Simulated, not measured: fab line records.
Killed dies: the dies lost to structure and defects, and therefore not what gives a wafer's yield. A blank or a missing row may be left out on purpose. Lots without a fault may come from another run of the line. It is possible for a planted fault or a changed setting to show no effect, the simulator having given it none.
Chamber matching	flow gf180mcu	cmp-01 running GF_CONTACT_CMP_04: 4 sister chambers
The step polishes SiO2. 4 wafers are shown with their chamber, then 9 later ones without.

EACH WAFER AND ITS CHAMBER
wafer	chamber	time_to_endpoint_s (s)
L477.6	2	106
L479.2	0	97
L479.4	3	103
L479.5	1	104

WAFERS WITH NO CHAMBER GIVEN
wafer	time_to_endpoint_s (s)
L480.2	104
L480.4	115
L480.5	119
L482.2	103
L482.4	107
L482.6	110
L488.3	105
L488.4	108
L488.6	113

EACH ONE'S CHAMBER
wafer	from the rows above	in truth
L480.2	can't be placed: 1 or 3 or 2 or 0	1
L480.4	can't be placed: 2 or 1 or 3 or 0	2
L480.5	can't be placed: 2 or 1 or 3 or 0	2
L482.2	can't be placed: 3 or 1 or 2 or 0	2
L482.4	can't be placed: 2 or 1 or 3 or 0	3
L482.6	can't be placed: 2 or 1 or 3 or 0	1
L488.3	can't be placed: 1 or 2 or 3 or 0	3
L488.4	can't be placed: 2 or 1 or 3 or 0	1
L488.6	can't be placed: 2 or 1 or 3 or 0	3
0 of 9 placed correctly. Unplaceable from these rows: 9, with the true chamber sitting among the candidates in 9. Number placed wrongly: 0.
How it was worked out, from the rows above alone: a wafer's distance from a chamber is the root of the sum, over the readings, of the square of ((its reading less the chamber's mean) divided by the reading's scatter). If the next closest chamber is less than 2 further off than the closest, the wafer can't be placed; otherwise it belongs to the closest. Each chamber's mean is taken over the wafers shown for it. The scatter: with one shown wafer a chamber, the root of the mean of the squares of how far each hidden wafer lies from its nearest shown one.
